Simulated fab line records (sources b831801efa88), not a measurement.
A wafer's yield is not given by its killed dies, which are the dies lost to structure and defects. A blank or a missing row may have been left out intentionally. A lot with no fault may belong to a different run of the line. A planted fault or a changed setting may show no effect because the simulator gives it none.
Which tool is to blame? ; flow sky130 ; 39 wafers from 13 lots sampled at 4 of the route's 708 steps

## WHAT EACH GAUGE READ, for each wafer
SKY_LDD_P_TW_MEAS_11.
lot;measured;on;LDD_P_TW
L462;day 19 12:05;film-metro-01;628 626 623
L464;day 20 13:40;film-metro-01;626 623 623
L465;day 20 19:07;film-metro-04;632 631 631
L466;day 21 10:17;film-metro-03;626 628 626
L468;day 22 08:04;film-metro-04;632 629 630
L469;day 22 12:05;film-metro-01;630 631 633
L470;day 22 23:42;film-metro-04;631 631 632
L471;day 23 00:59;film-metro-01;626 625 627
L473;day 24 05:35;film-metro-03;627 629 631
L482;day 26 13:16;film-metro-01;627 630 628
L484;day 26 17:59;film-metro-03;627 625 623
L483;day 26 18:59;film-metro-01;630 629 633
L485;day 27 13:17;film-metro-01;622 623 624

SKY_LDD_HVP_OVL_MEAS_07.
lot;measured;on;LDD_HVP_OVL (nm)
L462;day 22 01:23;overlay-02;2.6 -0.4 -1.0
L464;day 23 01:34;overlay-02;1.9 0.2 0.5
L465;day 23 06:44;overlay-02;-0.7 0.2 1.6
L466;day 24 00:35;overlay-02;1.5 2.3 1.8
L468;day 24 20:28;overlay-02;-0.1 0.2 1.0
L469;day 24 23:19;overlay-02;2.2 0.8 2.1
L470;day 25 11:23;overlay-01;1.9 -1.7 -2.5
L471;day 25 13:13;overlay-01;-0.6 0.5 -0.2
L473;day 26 15:16;overlay-02;-1.5 0.3 -2.7
L482;day 28 22:54;overlay-01;0.1 -0.6 -2.7
L484;day 29 01:46;overlay-02;-2.0 0.0 -1.0
L483;day 29 04:26;overlay-02;0.1 -1.0 0.7
L485;day 29 21:01;overlay-02;1.0 -1.5 0.2

SKY_SD_N_RS_MEAS_16: measurement is done with a four-point probe.
lot;measured;on;SD_N_RS (ohm/sq)
L462;day 28 09:08;film-metro-01;68.57 68.57 68.58
L464;day 29 07:19;film-metro-04;68.68 68.70 68.79
L465;day 29 14:05;film-metro-01;68.53 68.49 68.55
L466;day 30 04:15;film-metro-04;68.55 68.34 68.52
L468;day 31 00:09;film-metro-04;68.66 68.55 68.63
L469;day 31 01:55;film-metro-04;68.46 68.49 68.55
L470;day 31 13:43;film-metro-01;68.67 68.50 68.71
L471;day 31 14:04;film-metro-04;68.52 68.61 68.67
L473;day 32 14:43;film-metro-04;68.72 68.49 68.77
L482;day 34 19:17;film-metro-01;70.48 70.50 70.39
L484;day 34 22:13;film-metro-01;68.56 68.70 68.63
L483;day 34 23:39;film-metro-01;70.60 70.62 70.68
L485;day 35 17:16;film-metro-01;68.72 68.63 68.75

## EACH LOT AND THE TOOL THAT RAN IT (in order: tool; ch and the chambers of the sampled wafers; start)
lot;SKY_SD_N_IMPLANT_10
L462;implanter-01 ch 0, day 28 08:35
L464;implanter-02 ch 0, day 29 06:47
L465;implanter-01 ch 0, day 29 13:34
L466;implanter-04 ch 0, day 30 03:43
L468;implanter-04 ch 0, day 30 23:37
L469;implanter-04 ch 0, day 31 01:24
L470;implanter-02 ch 0, day 31 13:11
L471;implanter-01 ch 0, day 31 13:32
L473;implanter-02 ch 0, day 32 14:11
L482;implanter-01 ch 0, day 34 18:46
L484;implanter-02 ch 0, day 34 21:42
L483;implanter-01 ch 0, day 34 23:07
L485;implanter-02 ch 0, day 35 16:43
- SKY_SD_N_IMPLANT_10

## WHAT THE TOOLS THEMSELVES READ (means of the sampled wafers that have a number; where no wafer has one, the mark that the record gives instead)
SKY_SD_N_IMPLANT_10.
lot;tool;beam-on-s (s);dose-ions-cm2;faraday-current-uA
L462;implanter-01;11.2;9.992e+13;503
L464;implanter-02;10.0;1.001e+14;565
L465;implanter-01;11.2;1.000e+14;502
L466;implanter-04;10.2;1.000e+14;554
L468;implanter-04;9.9;1.000e+14;568
L469;implanter-04;10.0;9.998e+13;562
L470;implanter-02;9.7;1.000e+14;578
L471;implanter-01;11.5;1.000e+14;492
L473;implanter-02;10.1;9.988e+13;556
L482;implanter-01;10.0;9.890e+12;56
L484;implanter-02;10.3;9.996e+13;546
L483;implanter-01;9.9;1.005e+13;57
L485;implanter-02;10.3;1.000e+14;547

## THE ANSWER, worked out from the rows above alone
Rule: the usual values come from the lots themselves. The widest of any qualifying gaps counts: lots, ordered by their means at a reading, are off when they make up no more than a third of the lots, leave a main group of 4 or more, and stand apart from it by 3 or more times the standard deviation of that group's means. The tables above print the reading to a certain number of digits; a main group whose means all agree to those digits is not used. Also off: a lot with no number at a reading for which 4 or more lots have one. The other lots that the step has rows for count as sound. First the gauges in route order, then the tools' own readings, where a lot's mean is used as printed above. The first step at which some lot is off is used, and at that step the reading that is off furthest; a lot without a number counts as furthest.
Off: L482, L483, at SKY_SD_N_RS_MEAS_16 (SD_N_RS). The main group: mean 68.60 ohm/sq, standard deviation 0.076.
If a tool, at a process step before that reading, ran all the lots that are off and no sound lot after the first of them, it fits. Not tried: the gauges at SKY_SD_N_RS_MEAS_16; whatever is off there is also off at SKY_SD_N_IMPLANT_10, on other tools, and gauge error can't account for it. One fits: implanter-01 at SKY_SD_N_IMPLANT_10. Its last sound lot is L471 (day 31 13:32), its first lot that is off L482 (day 34 18:46): a fault that began between those two fits.
The tool's own readings at SKY_SD_N_IMPLANT_10 bear it out: on the lots that are off they differ by more than 5 times the standard deviation of the sound lots' means. dose-ions-cm2 reads 9.970e+12 there against 9.999e+13 on the sound lots; faraday-current-uA reads 56 there against 543 on the sound lots.

## WHAT THE SIMULATOR PUT IN
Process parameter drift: implanter-01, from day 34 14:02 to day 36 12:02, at SKY_SD_N_IMPLANT_10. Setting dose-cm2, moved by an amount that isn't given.
Shown lots that were struck: L482, L483. The same result came from the rule above.
